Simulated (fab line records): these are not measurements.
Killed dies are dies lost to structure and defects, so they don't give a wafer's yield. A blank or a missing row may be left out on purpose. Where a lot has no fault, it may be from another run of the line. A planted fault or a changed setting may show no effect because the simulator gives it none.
fab line records	flow sky130
record: lots: 7	wafers: 19	last-day: 50
route steps=708 shown VIA1@473 METAL2@483 PAD_OPEN@708
lots with no fault: from the same line, run without faults
start-h: the number of hours between the record's first day and the start of the first shown wafer of the lot	wait-h: how many hours have passed since the lot's step before this one	" unchanged from the row above	L1.1+2: a single row standing in for several wafers	- no value present, or no start provided	* or withheld: withheld	< > ~ a bound
route shown NAME@n: NAME is a module with steps in the file, n the number in the route of the first one	usual: the fault-free wafers' mean and standard deviation	same: alike in all rows	chamber/n: place in a boat	sites: readings site by site	_std_site: their standard deviation	_edge_site: mean of outer sites minus mean of inner sites	radius-mm: for every site, how far away it sits from the centre of the wafer	mask NAME#n: copy n	behind: tool/chamber where the wafer was last shaped	hold: why the lot went on hold/how many hours it stayed there/how the hold came to an end	device: names the non-switching transistor (n, p or np)	end of line: the route-end tests of the same wafers	where a step has no rows: the recipe by itself	killed: at the first sort, the dies lost to defects and structure; wafer yield is something else	map: the dies of a wafer, with x for killed, . for not killed, _ for no die there
set.NAME: the setting that was run; set.NAME@STEP: the one run at that earlier step	model.NAME: the simulator's own value behind a step, which no gauge read
lots seen at some steps along the route; tables by step, rows by wafer
services: a tool's chamber out of use, with start hour (start-h, from the record's first day; less than 0 if before it), hours out, and reason
== steps ==
step: SKY_VIA1_ETCH_15
recipe: target: SiO2	chemistry: C4F8/O2/Ar	target-depth-nm: 351	stop-on: TiN	mask-material: KrF-thick	source-w: 1500	bias-w: 1200	pressure-mtorr: 40	c4f8-flow-sccm: withheld	O2_flow_sccm: 6	Ar_flow_sccm: 300	time-s: 54
usual: bias-w: 1200/3.6	oes-product-au: 0.981/0.0071
lot.wafer	tool	chamber	start-h	wait-h	bias-w	oes-product-au	rf-hours-counter-h
L669.1	rie-diel-04	2	805.88	0.0	1198	0.978	4
L669.2	"	0	"	"	1196	0.986	12
L669.5	"	1	"	"	1198	0.967	-
L671.3	rie-diel-04	2	832.78	0.0	1203	0.981	5
L671.4	"	0	"	"	1203	0.974	13
L671.6	"	2	"	"	1204	0.973	-
L678.2	rie-diel-02	1	876.23	0.0	1190	0.988	8
L678.4	"	2	"	"	1197	0.976	9
L678.6	"	2	"	"	1201	0.976	-
L684.2	rie-diel-02	3	920.88	0.0	1195	0.978	9
L684.3	"	0	"	"	1201	0.990	8
L687.4	rie-diel-04	3	939.46	0.0	1202	0.992	15
L687.5	"	3	"	"	1206	0.984	-
L688.1	rie-diel-01	0	949.08	0.0	1198	0.988	13
L688.2	"	3	"	"	1198	0.977	17
L688.6	"	1	"	"	1201	0.975	-
L689.1	rie-diel-04	0	951.26	0.0	1194	0.981	17
L689.3	"	2	"	"	1206	0.967	9
L689.5	"	3	"	"	1197	0.989	-
step: SKY_VIA1_STRIP_16
recipe: chemistry: O2/N2	power-w: 1400	pressure-mtorr: 1500	platen-temp-c: withheld	o2-flow-sccm: 3000	n2-flow-sccm: 300	overash-fraction: 0.5
step: SKY_VIA1_STRIP_17
recipe: chemistry: post-etch-residue-remover	time-s: 1200	temp-c: 72.5
step: SKY_VIA1_CLEAN_18
recipe: chemistry: IPA	time-s: 180	temp-c: 25
step: SKY_VIA1_CLEAN_19
recipe: chemistry: O3/DIW	dry: n2-spin
step: SKY_VIA1_SPUTTER_20
recipe: material: TiN	target-thk-nm: 20	chamber-pressure-pa: 5	power-w: 4000	time-s: 80
usual: throttle-valve-pct: 30.3/1.1
lot.wafer	tool	chamber	start-h	wait-h	throttle-valve-pct
L669.1	pvd-sputter-02	-	806.53	0.0	31.2
L669.2	"	-	"	"	31.1
L669.5	"	-	"	"	31.6
L671.3	pvd-sputter-02	-	833.42	0.0	29.5
L671.4	"	-	"	"	31.4
L671.6	"	-	"	"	31.4
L678.2	pvd-sputter-04	-	876.88	0.0	30.8
L678.4	"	-	"	"	31.5
L678.6	"	-	"	"	29.1
L684.2	pvd-sputter-04	-	921.52	0.0	28.9
L684.3	"	-	"	"	31.3
L687.4	pvd-sputter-03	-	940.10	0.0	29.6
L687.5	"	-	"	"	29.6
L688.1	pvd-sputter-04	-	949.72	0.0	32.0
L688.2	"	-	"	"	29.0
L688.6	"	-	"	"	31.6
L689.1	pvd-sputter-03	-	952.01	0.0	29.1
L689.3	"	-	"	"	30.4
L689.5	"	-	"	"	29.8
step: SKY_VIA1_CVD_21
recipe: material: W	target-thk-nm: 270	time-s: 80.902	temp-c: 400	pressure-torr: 40
usual: heater-power-w: 873/91
lot.wafer	tool	chamber	start-h	wait-h	heater-power-w
L669.1	cvd-w-01	0	806.59	0.0	889
L669.2	"	1	"	"	768
L669.5	"	0	"	"	902
L671.3	cvd-w-01	1	833.51	0.1	783
L671.4	"	0	"	"	890
L671.6	"	0	"	"	896
L678.2	cvd-w-02	1	876.94	0.0	982
L678.4	"	1	"	"	1015
L678.6	"	1	"	"	1017
L684.2	cvd-w-02	1	921.58	0.0	990
L684.3	"	1	"	"	1049
L687.4	cvd-w-01	0	940.19	0.1	817
L687.5	"	1	"	"	789
L688.1	cvd-w-02	0	949.78	0.0	820
L688.2	"	1	"	"	1007
L688.6	"	1	"	"	1048
L689.1	cvd-w-01	1	952.07	0.0	799
L689.3	"	1	"	"	781
L689.5	"	0	"	"	815
step: SKY_VIA1_RS_MEAS_22
recipe: thk-meas-gauge: four-point-probe	reads: W_of_VIA1_CVD_21+TiN_of_VIA1_SPUTTER_20
usual: VIA1_W_RS: 0.428/0.0064
lot.wafer	tool	chamber	start-h	wait-h	VIA1_W_RS[ohm/sq]
L669.1	film-metro-02	-	806.68	0.1	0.436
L669.2	"	-	"	"	0.429
L669.5	"	-	"	"	0.435
L671.3	film-metro-04	-	833.61	0.1	0.424
L671.4	"	-	"	"	0.424
L671.6	"	-	"	"	0.427
L678.2	film-metro-02	-	877.05	0.1	0.433
L678.4	"	-	"	"	0.426
L678.6	"	-	"	"	0.435
L684.2	film-metro-02	-	921.70	0.1	0.440
L684.3	"	-	"	"	0.431
L687.4	film-metro-04	-	940.31	0.1	0.418
L687.5	"	-	"	"	0.427
L688.1	film-metro-04	-	949.87	0.1	0.422
L688.2	"	-	"	"	0.438
L688.6	"	-	"	"	0.439
L689.1	film-metro-03	-	952.17	0.1	0.424
L689.3	"	-	"	"	0.414
L689.5	"	-	"	"	0.411
step: SKY_VIA1_THK_MEAS_23
recipe: thk-meas-gauge: xrf	reads: W_of_VIA1_CVD_21
usual: VIA1_W_THK: 263/4.8
lot.wafer	tool	chamber	start-h	wait-h	VIA1_W_THK[nm]
L669.1	film-metro-02	-	806.80	0.1	255
L669.2	"	-	"	"	257
L669.5	"	-	"	"	255
L671.3	film-metro-04	-	833.71	0.1	266
L671.4	"	-	"	"	266
L671.6	"	-	"	"	262
L678.2	film-metro-02	-	877.16	0.1	257
L678.4	"	-	"	"	262
L678.6	"	-	"	"	256
L684.2	film-metro-02	-	921.81	0.1	254
L684.3	"	-	"	"	260
L687.4	film-metro-04	-	940.40	0.1	268
L687.5	"	-	"	"	262
L688.1	film-metro-04	-	949.99	0.1	266
L688.2	"	-	"	"	256
L688.6	"	-	"	"	257
L689.1	film-metro-03	-	952.29	0.1	267
L689.3	"	-	"	"	272
L689.5	"	-	"	"	275
step: SKY_VIA1_CMP_24
recipe: stop-on: SiO2	t-overpolish-s: 15	down-force-psi: 3.5	platen-rpm: 60	target-thk-nm: 0	pad-velocity-m-s: 0.94248
usual: motor-current-A: 10.6/0.83	overpolish-run-s: 15.000/0.0087	time-to-endpoint-s: 67/3.6
lot.wafer	tool	chamber	start-h	wait-h	motor-current-A	overpolish-run-s	time-to-endpoint-s
L669.1	cmp-02	1	806.91	0.1	10.6	15.006	71
L669.2	"	2	"	"	11.3	15.006	69
L669.5	"	1	"	"	11.4	15.008	70
L671.4	cmp-01	0	833.85	0.1	11.1	15.009	68
L671.3	"	1	"	"	9.5	15.002	68
L671.6	"	2	"	"	9.5	14.996	69
L678.4	cmp-02	1	877.26	0.1	10.8	15.007	72
L678.2	"	3	"	"	11.0	14.989	69
L678.6	"	1	"	"	10.8	15.008	71
L684.3	cmp-01	0	921.86	0.0	12.3	15.013	65
L684.2	"	3	"	"	11.0	15.008	61
L687.4	cmp-01	1	940.53	0.1	9.7	15.007	70
L687.5	"	3	"	"	11.0	15.009	66
L688.1	cmp-02	3	950.20	0.2	10.8	15.009	68
L688.2	"	1	"	"	10.7	14.996	65
L688.6	"	3	"	"	10.9	14.994	67
L689.3	cmp-01	2	952.51	0.2	9.8	15.002	70
L689.1	"	3	"	"	11.6	15.001	63
L689.5	"	2	"	"	9.7	14.986	71
step: SKY_METAL2_SPUTTER_00
recipe: material: Ti	target-thk-nm: 15	power-w: 3000	time-s: 10	chamber-pressure-pa: 0.4
step: SKY_METAL2_SPUTTER_01
recipe: material: TiN	target-thk-nm: 20	power-w: 6500	time-s: 16.7	chamber-pressure-pa: 0.4
usual: throttle-valve-pct: 30.0/1
lot.wafer	tool	chamber	start-h	wait-h	throttle-valve-pct
L669.1	pvd-sputter-01	-	807.18	0.0	29.6
L669.2	"	-	"	"	29.7
L669.5	"	-	"	"	29.2
L671.3	pvd-sputter-03	-	834.07	0.0	30.0
L671.4	"	-	"	"	31.3
L671.6	"	-	"	"	29.8
L678.2	pvd-sputter-01	-	877.53	0.0	29.0
L678.4	"	-	"	"	29.7
L678.6	"	-	"	"	29.2
L684.2	pvd-sputter-01	-	922.18	0.0	29.5
L684.3	"	-	"	"	29.7
L687.4	pvd-sputter-01	-	940.77	0.0	29.7
L687.5	"	-	"	"	30.8
L688.1	pvd-sputter-01	-	950.47	0.0	31.2
L688.2	"	-	"	"	29.9
L688.6	"	-	"	"	29.5
L689.1	pvd-sputter-04	-	952.84	0.0	28.8
L689.3	"	-	"	"	30.8
L689.5	"	-	"	"	28.9
step: SKY_METAL2_SPUTTER_02
recipe: material: AlCu	target-thk-nm: 250	power-w: 10600	time-s: 13.3	chamber-pressure-pa: 0.4
usual: throttle-valve-pct: 30.0/1
lot.wafer	tool	chamber	start-h	wait-h	throttle-valve-pct	model.AlCu_of_METAL2_SPUTTER_02.thk-nm
L669.1	pvd-sputter-01	-	807.21	0.0	30.1	252.3
L669.2	"	-	"	"	29.3	254
L669.5	"	-	"	"	29.2	253.3
L671.3	pvd-sputter-03	-	834.10	0.0	30.2	250
L671.4	"	-	"	"	31.4	253
L671.6	"	-	"	"	29.8	244.2
L678.2	pvd-sputter-01	-	877.56	0.0	28.9	252.1
L678.4	"	-	"	"	30.0	250.2
L678.6	"	-	"	"	29.1	251.7
L684.2	pvd-sputter-01	-	922.21	0.0	29.4	239.1
L684.3	"	-	"	"	29.8	250.8
L687.4	pvd-sputter-01	-	940.79	0.0	29.8	248.9
L687.5	"	-	"	"	30.9	234.2
L688.1	pvd-sputter-01	-	950.49	0.0	31.2	246.4
L688.2	"	-	"	"	29.9	234.3
L688.6	"	-	"	"	29.4	246.2
L689.1	pvd-sputter-04	-	952.86	0.0	28.8	245.5
L689.3	"	-	"	"	30.9	246.4
L689.5	"	-	"	"	29.0	244.2
step: SKY_METAL2_SPUTTER_03
recipe: material: Ti	target-thk-nm: 5	power-w: 3000	time-s: 3.3	chamber-pressure-pa: 0.4
step: SKY_METAL2_SPUTTER_04
recipe: material: TiN	target-thk-nm: 70	power-w: 6500	time-s: 58.3	chamber-pressure-pa: 0.4
step: SKY_METAL2_RS_MEAS_05
recipe: thk-meas-gauge: four-point-probe	reads: TiN_of_METAL2_SPUTTER_04+Ti_of_METAL2_SPUTTER_03+AlCu_of_METAL2_SPUTTER_02+TiN_of_METAL2_SPUTTER_01+Ti_of_METAL2_SPUTTER_00
usual: METAL2_ALCU_RS: 0.1269/0.0015
lot.wafer	tool	chamber	start-h	wait-h	METAL2_ALCU_RS[ohm/sq]
L669.1	film-metro-03	-	807.30	0.0	0.1255
L669.2	"	-	"	"	0.1245
L669.5	"	-	"	"	0.1249
L671.3	film-metro-03	-	834.23	0.1	0.1268
L671.4	"	-	"	"	0.1251
L671.6	"	-	"	"	0.1299
L678.2	film-metro-01	-	877.67	0.0	0.1260
L678.4	"	-	"	"	0.1270
L678.6	"	-	"	"	0.1260
L684.2	film-metro-01	-	922.32	0.0	0.1333
L684.3	"	-	"	"	0.1267
L687.4	film-metro-01	-	940.93	0.1	0.1276
L687.5	"	-	"	"	0.1359
L688.1	film-metro-04	-	950.59	0.0	0.1288
L688.2	"	-	"	"	0.1357
L688.6	"	-	"	"	0.1290
L689.1	film-metro-03	-	952.95	0.0	0.1293
L689.3	"	-	"	"	0.1287
L689.5	"	-	"	"	0.1300
step: SKY_METAL2_THK_MEAS_06
recipe: thk-meas-gauge: xrf	reads: AlCu_of_METAL2_SPUTTER_02
usual: METAL2_ALCU_THK: 247.9/3
lot.wafer	tool	chamber	start-h	wait-h	METAL2_ALCU_THK[nm]
L669.1	film-metro-03	-	807.42	0.1	250.8
L669.2	"	-	"	"	249.3
L669.5	"	-	"	"	249.0
L671.3	film-metro-03	-	834.33	0.1	246.5
L671.4	"	-	"	"	249.6
L671.6	"	-	"	"	241.2
L678.2	film-metro-01	-	877.78	0.1	249.0
L678.4	"	-	"	"	249.9
L678.6	"	-	"	"	250.5
L684.2	film-metro-01	-	922.43	0.1	236.1
L684.3	"	-	"	"	250.4
L687.4	film-metro-01	-	941.02	0.1	248.2
L687.5	"	-	"	"	232.9
L688.1	film-metro-04	-	950.71	0.1	245.2
L688.2	"	-	"	"	232.6
L688.6	"	-	"	"	245.0
L689.1	film-metro-03	-	953.07	0.1	243.0
L689.3	"	-	"	"	243.6
L689.5	"	-	"	"	240.7
step: SKY_METAL2_DEHYDRATE_07
recipe: temp-c: 200	time-s: 60
step: SKY_METAL2_HMDS_08
recipe: prime-time-s: 60	prime-temp-c: 120
step: SKY_METAL2_COAT_09
recipe: resist: BARC	temp-c: withheld	time-s: withheld	spin-rpm: 3000	resist-thk-nm: 60
step: SKY_METAL2_COAT_10
recipe: resist: KrF-thick	spin-rpm: 3000	resist-thk-nm: 450
step: SKY_METAL2_SOFTBAKE_11
recipe: temp-c: 100	time-s: 90	resist: KrF-thick
step: SKY_METAL2_EXPOSE_12
recipe: mask-id: MM2	na: 0.8	source-shape: annular	sigma-inner: 0.55	sigma-outer: 0.85	target-cd-nm: 140	dose-mj: 28
step: SKY_METAL2_PEB_13
recipe: peb-temp-c: withheld	peb-time-s: withheld	resist: KrF-thick
step: SKY_METAL2_DEVELOP_14
recipe: develop-time-s: 60	resist: KrF-thick	dev-temp-c: 21
step: SKY_METAL2_CD_MEAS_15
recipe: target-cd-nm: 140
usual: cd-nm: 139.9/1.7
lot.wafer	tool	chamber	start-h	wait-h	cd-nm
L669.1	cd-sem-02	-	833.87	-	138.7
L669.2	"	-	"	"	139.7
L669.5	"	-	"	"	139.6
L671.3	cd-sem-02	-	860.21	-	138.1
L671.4	"	-	"	"	138.1
L671.6	"	-	"	"	137.3
L678.2	cd-sem-01	-	904.19	-	141.4
L678.4	"	-	"	"	142.8
L678.6	"	-	"	"	141.2
L684.2	cd-sem-02	-	946.99	-	140.1
L684.3	"	-	"	"	140.2
L687.4	cd-sem-01	-	966.58	-	140.0
L687.5	"	-	"	"	137.7
L688.1	cd-sem-01	-	974.87	-	138.1
L688.2	"	-	"	"	139.0
L688.6	"	-	"	"	138.1
L689.1	cd-sem-02	-	978.08	-	138.7
L689.3	"	-	"	"	139.6
L689.5	"	-	"	"	140.5
step: SKY_METAL2_OVL_MEAS_16
usual: METAL2_OVL: 3/5.6
lot.wafer	tool	chamber	start-h	wait-h	METAL2_OVL[nm]
L669.1	overlay-01	-	833.99	0.1	7
L669.2	"	-	"	"	-5
L669.5	"	-	"	"	9
L671.3	overlay-02	-	860.30	0.1	2
L671.4	"	-	"	"	6
L671.6	"	-	"	"	1
L678.2	overlay-01	-	904.29	0.1	0
L678.4	"	-	"	"	1
L678.6	"	-	"	"	2
L684.2	overlay-02	-	947.09	0.1	6
L684.3	"	-	"	"	6
L687.4	overlay-02	-	966.66	0.1	1
L687.5	"	-	"	"	-6
L688.1	overlay-02	-	974.99	0.1	9
L688.2	"	-	"	"	1
L688.6	"	-	"	"	-4
L689.1	overlay-02	-	978.20	0.1	6
L689.3	"	-	"	"	6
L689.5	"	-	"	"	9
step: SKY_METAL2_DESCUM_17
recipe: chemistry: O2	source-power-w: 150	bias-power-w: 0	pressure-mtorr: 10	temp-c: 40	time-s: 8
step: SKY_METAL2_ETCH_18
recipe: chemistry: N2/H2	target: BARC	ion-energy-ev: 200	bias-w: 100	pressure-mtorr: 30	n2-flow-sccm: 100	h2-flow-sccm: 200	icp-w: 500	stop-on: SiO2	time-s: 45.9	target-depth-a: 600
step: SKY_METAL2_METAL_ETCH_19
recipe: target-depth-a: 3600	stop-on: SiO2	over-etch-frac: 0.3	time-s: 78	chemistry: Cl2/BCl3	resist-sidewall-deg: 88	pressure-mtorr: 10	icp-w: 900	bias-w: 48.5	Cl2_flow_sccm: 60	bcl3-flow-sccm: 30
usual: bias-w: 48.52/0.14	drypump-motor-current-A: 5.46/0.27	oes-product-au: 0.854/0.0062	throttle-valve-pct: 22.264/0.0096
lot.wafer	tool	chamber	start-h	wait-h	bias-w	drypump-motor-current-A	oes-product-au	rf-hours-counter-h	throttle-valve-pct	model.METAL2.feature-depth-nm	model.etch.depth-nm
L669.1	rie-metal-04	1	834.12	0.0	48.31	4.97	0.861	5	22.264	361.3	361.3
L669.2	"	0	"	"	48.63	5.61	0.859	8	22.265	364.5	364.5
L669.5	"	1	"	"	48.54	4.96	0.863	-	22.256	363.7	363.7
L671.3	rie-metal-01	0	860.45	0.1	48.58	5.29	0.852	-	22.251	360.1	360.1
L671.4	"	1	"	"	48.30	5.68	0.855	-	22.251	363.4	363.4
L671.6	"	0	"	"	48.56	5.29	0.843	-	22.258	352.7	352.7
L678.2	rie-metal-04	1	904.42	0.0	48.55	4.96	0.858	8	22.265	361.9	361.9
L678.4	"	1	"	"	48.55	4.95	0.852	-	22.265	358.7	358.7
L678.6	"	1	"	"	48.50	4.96	0.859	-	22.279	361.7	361.7
L684.2	rie-metal-03	0	947.22	0.0	48.54	5.82	0.867	5	22.269	368.8	368.8
L684.3	"	0	"	"	48.76	5.79	0.855	-	22.277	359.5	359.5
L687.4	rie-metal-01	1	966.80	0.1	48.38	5.67	0.853	-	22.251	357.4	357.4
L687.5	"	0	"	"	48.45	5.29	0.858	-	22.261	362.8	362.8
L688.1	rie-metal-03	0	975.12	0.0	48.52	5.80	0.865	7	22.268	356	356
L688.2	"	1	"	"	48.37	5.53	0.858	21	22.275	363.5	363.5
L688.6	"	0	"	"	48.59	5.79	0.855	-	22.255	356.9	356.9
L689.1	rie-metal-03	1	978.33	0.0	48.47	5.53	0.842	21	22.259	354.3	354.3
L689.3	"	1	"	"	48.45	5.53	0.850	-	22.257	355.7	355.7
L689.5	"	1	"	"	48.50	5.55	0.847	-	22.278	353.3	353.3
step: SKY_METAL2_STRIP_20
recipe: chemistry: O2/N2	power-w: 1400	pressure-mtorr: 1500	platen-temp-c: withheld	o2-flow-sccm: 3000	n2-flow-sccm: 300	overash-fraction: 0.5
step: SKY_PAD_OPEN_PROBE_99
usual: defect-limited-yield: 82.9/1.7	killed_at_M0_to_M3: 42/6.1	killed_at_M4_up: 3.4/2	killed-at-contacts: 23/4.8	killed-at-front-end: 15/3.8	killed-at-other: 0.3/0.48	killed-dies: 84/8.5	killed-open: 46/6.8	killed-short: 38/6.2	sort_bin_3_pad_short: 0.8/0.42	sort_bin_5_function: 10.1/1.4	sort_bin_6_memory: 6.2/0.99	sort-n-pass: 408/8.5	sort-yield-pct: 82.9/1.7
same: gross-dies: 492	killed-at-back-side: 0	sort_bin_4_leakage[%]: 0	sort_bin_8_speed[%]: 0
lot.wafer	tool	chamber	start-h	wait-h	defect-limited-yield[%]	killed_at_M0_to_M3	killed_at_M4_up	killed-at-contacts	killed-at-front-end	killed-at-other	killed-dies	killed-open	killed-short	sort_bin_3_pad_short[%]	sort_bin_5_function[%]	sort_bin_6_memory[%]	sort-n-pass	sort-yield-pct[%]	model.etest.met2.line-ohm-um	model.etest.met2.rs-ohm-sq
L669.1	prober-01	-	1088.14	0.1	79.1	58	1	26	18	0	103	58	45	1.4	11.8	7.7	389	79.1	0.8723	0.1266
L669.2	prober-01	-	1088.19	0.1	81.1	41	7	22	22	1	93	59	33	1.2	11.4	6.3	399	81.1	0.9209	0.1263
L669.5	prober-01	-	1088.34	0.2	82.3	42	2	28	15	0	87	53	34	0.6	10.8	6.3	405	82.3	0.8829	0.1269
L671.3	prober-01	-	1110.64	0.2	78.9	49	3	29	23	0	104	62	42	1.4	11.6	8.1	388	78.9	0.9129	0.129
L671.4	prober-01	-	1110.69	0.2	81.5	41	4	29	16	1	91	58	33	0.8	9.8	7.9	401	81.5	0.9604	0.127
L671.6	prober-01	-	1110.79	0.2	81.3	54	7	17	14	0	92	49	43	1.0	10.8	6.9	400	81.3	0.9565	0.1316
L678.2	prober-02	-	1144.93	0.1	86.2	38	2	19	9	0	68	34	34	0.8	9.1	3.9	424	86.2	0.8653	0.1266
L678.4	prober-02	-	1145.03	0.2	82.3	48	3	18	17	1	87	38	47	1.0	11.0	5.7	405	82.3	0.8766	0.1285
L678.6	prober-02	-	1145.13	0.2	83.5	42	0	18	21	0	81	41	40	0.6	8.9	6.9	411	83.5	0.8727	0.1275
L684.2	prober-02	-	1172.87	0.1	83.7	47	5	15	13	0	80	45	35	1.0	10.0	5.3	412	83.7	0.9459	0.1331
L684.3	prober-02	-	1172.92	0.2	82.3	42	3	25	17	0	87	52	35	0.4	10.8	6.5	405	82.3	0.9306	0.1299
L687.4	prober-02	-	1188.64	0.2	83.1	48	3	18	14	0	83	40	43	1.0	10.0	5.9	409	83.1	0.9637	0.1288
L687.5	prober-02	-	1188.69	0.2	83.3	38	4	22	18	0	82	38	44	0.8	7.7	8.1	410	83.3	0.9807	0.1377
L688.2	prober-01	-	1192.22	0.1	83.1	41	1	25	16	0	83	35	48	0.8	9.8	6.3	409	83.1	0.9973	0.1368
killed by level:class
L669.1 VIA1:geometric-particle:open=17 CONTACT:geometric-particle:open=10 POLY_GATE:geometric-particle:short=6 LI_CONTACT:geometric-particle:open=6 METAL1:geometric-particle:short=6 METAL3:geometric-particle:short=6 VIA2:geometric-particle:open=5 FIELD_ISO:geometric-particle:open=4
L669.2 VIA1:geometric-particle:open=13 CONTACT:geometric-particle:open=10 POLY_GATE:geometric-particle:open=7 VIA2:geometric-particle:open=6 VIA2:geometric-particle:short=5 VIA3:geometric-particle:open=5 CONTACT:geometric-particle:short=4 LI_CONTACT:geometric-particle:open=4
L669.5 VIA1:geometric-particle:open=13 CONTACT:geometric-particle:open=9 LOCAL_INTERCONNECT:geometric-particle:short=7 VIA2:geometric-particle:open=7 VIA1:geometric-particle:short=6 CONTACT:geometric-particle:short=5 VIA3:geometric-particle:open=5 FIELD_ISO:geometric-particle:open=4
L671.3 CONTACT:geometric-particle:open=14 VIA1:geometric-particle:open=14 LI_CONTACT:geometric-particle:open=8 FIELD_ISO:geometric-particle:short=7 FIELD_ISO:geometric-particle:open=6 VIA1:geometric-particle:short=6 POLY_GATE:geometric-particle:open=6 VIA2:geometric-particle:open=5
L671.4 VIA1:geometric-particle:open=14 CONTACT:geometric-particle:open=11 LI_CONTACT:geometric-particle:open=6 CONTACT:geometric-particle:short=6 VIA3:geometric-particle:open=6 POLY_GATE:geometric-particle:open=5 FIELD_ISO:geometric-particle:open=4 FIELD_ISO:geometric-particle:short=4
L671.6 VIA1:geometric-particle:open=18 METAL1:geometric-particle:short=7 POLY_GATE:geometric-particle:open=6 LI_CONTACT:geometric-particle:open=6 METAL4:geometric-particle:short=6 VIA1:geometric-particle:short=5 VIA3:geometric-particle:open=5 METAL2:geometric-particle:short=4
L678.2 METAL1:geometric-particle:short=9 CONTACT:geometric-particle:open=8 LI_CONTACT:geometric-particle:open=5 VIA1:geometric-particle:open=5 VIA1:geometric-particle:short=5 METAL2:geometric-particle:short=4 CONTACT:geometric-particle:short=3 METAL1:geometric-particle:open=3
L678.4 METAL2:geometric-particle:short=12 VIA1:geometric-particle:open=9 VIA2:geometric-particle:open=8 POLY_GATE:geometric-particle:open=6 LI_CONTACT:geometric-particle:open=6 METAL1:geometric-particle:short=6 LOCAL_INTERCONNECT:geometric-particle:short=5 CONTACT:geometric-particle:short=5
L678.6 FIELD_ISO:geometric-particle:short=9 VIA1:geometric-particle:open=9 VIA3:geometric-particle:open=8 LI_CONTACT:geometric-particle:open=7 METAL2:geometric-particle:short=7 FIELD_ISO:geometric-particle:open=5 POLY_GATE:geometric-particle:short=5 CONTACT:geometric-particle:open=5
L684.2 VIA1:geometric-particle:open=15 LI_CONTACT:geometric-particle:open=6 CONTACT:geometric-particle:open=5 METAL2:geometric-particle:short=5 VIA2:geometric-particle:open=5 METAL1:geometric-particle:short=4 VIA1:geometric-particle:short=4 VIA3:geometric-particle:short=4
L684.3 VIA1:geometric-particle:open=13 LOCAL_INTERCONNECT:geometric-particle:short=9 VIA3:geometric-particle:open=8 LI_CONTACT:geometric-particle:open=7 FIELD_ISO:geometric-particle:short=4 CONTACT:geometric-particle:open=4 POLY_GATE:geometric-particle:open=4 VIA2:geometric-particle:open=4
L687.4 METAL1:geometric-particle:short=10 CONTACT:geometric-particle:open=8 VIA2:geometric-particle:open=7 VIA3:geometric-particle:open=6 VIA1:geometric-particle:open=6 FIELD_ISO:geometric-particle:open=5 VIA1:geometric-particle:short=5 FIELD_ISO:geometric-particle:short=4
L687.5 VIA1:geometric-particle:open=10 FIELD_ISO:geometric-particle:short=7 VIA2:geometric-particle:open=7 LOCAL_INTERCONNECT:geometric-particle:short=7 CONTACT:geometric-particle:open=7 CONTACT:geometric-particle:short=5 POLY_GATE:geometric-particle:short=4 METAL2:geometric-particle:short=4
L688.2 VIA1:geometric-particle:short=8 LI_CONTACT:geometric-particle:open=7 CONTACT:geometric-particle:open=7 METAL2:geometric-particle:short=7 LOCAL_INTERCONNECT:geometric-particle:short=6 FIELD_ISO:geometric-particle:short=5 METAL1:geometric-particle:short=5 VIA2:geometric-particle:open=5
== services ==
tool	chamber	start-h	hours	kind
pvd-sputter-04	-	785.26	3.4	repair
cmp-02	-	790.68	0.4	repair
cmp-01	-	802.97	4.3	repair
pvd-sputter-04	-	815.04	4.4	repair
cmp-02	-	815.23	2.9	pm
rie-metal-03	1	826.69	6.6	repair
cmp-02	-	844.32	3.1	repair
cmp-01	-	853.38	0.8	repair
cmp-01	-	860.90	0.3	repair
cvd-w-01	1	870.33	4.2	repair
rie-metal-04	-	877.64	1.4	repair
cvd-w-02	-	890.33	4.3	pm
cvd-w-01	-	904.00	14.0	pm
pvd-sputter-02	-	906.03	3.3	repair
pvd-sputter-04	-	907.88	1.4	repair
cmp-01	-	912.00	4.0	pm
rie-diel-04	3	912.33	5.2	repair
pvd-sputter-04	-	914.06	1.5	repair
rie-metal-04	1	931.39	2.5	repair
cvd-w-01	-	933.72	2.8	pm
cmp-01	-	947.38	4.5	repair
cmp-02	-	960.10	1.4	repair
rie-diel-04	1	961.85	9.1	repair
cmp-02	-	970.12	1.0	repair
== key ==
first-sign: step: SKY_METAL2_RS_MEAS_05	reading: METAL2_ALCU_RS	direction: up	sigmas: 5.4	usual: 0.1269	struck: 0.1350
effect: step: SKY_METAL2_THK_MEAS_06	reading: METAL2_ALCU_THK	direction: down	sigmas: 4.7	usual: 247.9	struck: 233.9
model-effect: step: SKY_METAL2_SPUTTER_02	value: AlCu_of_METAL2_SPUTTER_02.thk-nm	without: 247.6	struck: 235.8
model-effect: step: SKY_METAL2_METAL_ETCH_19	value: METAL2.feature-depth-nm	without: 356.9	struck: 365
model-effect: step: SKY_PAD_OPEN_PROBE_99	value: etest.met2.line-ohm-um	without: 0.9267	struck: 0.9746
met-at SKY_METAL2_SPUTTER_02
struck-wafers L684.2,L687.5,L688.2
onset-between 877.56 922.21
fault: kind: process-parameter-drift	tool: pvd-sputter-01	chamber: -	onset-h: 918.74	steps: SKY_METAL2_SPUTTER_02	channel: target-thk-nm	offset: -11.773	shape: step	end-h: 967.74	scope: struck-wafers-only	acts-in: these-recipes-only	stated: 250
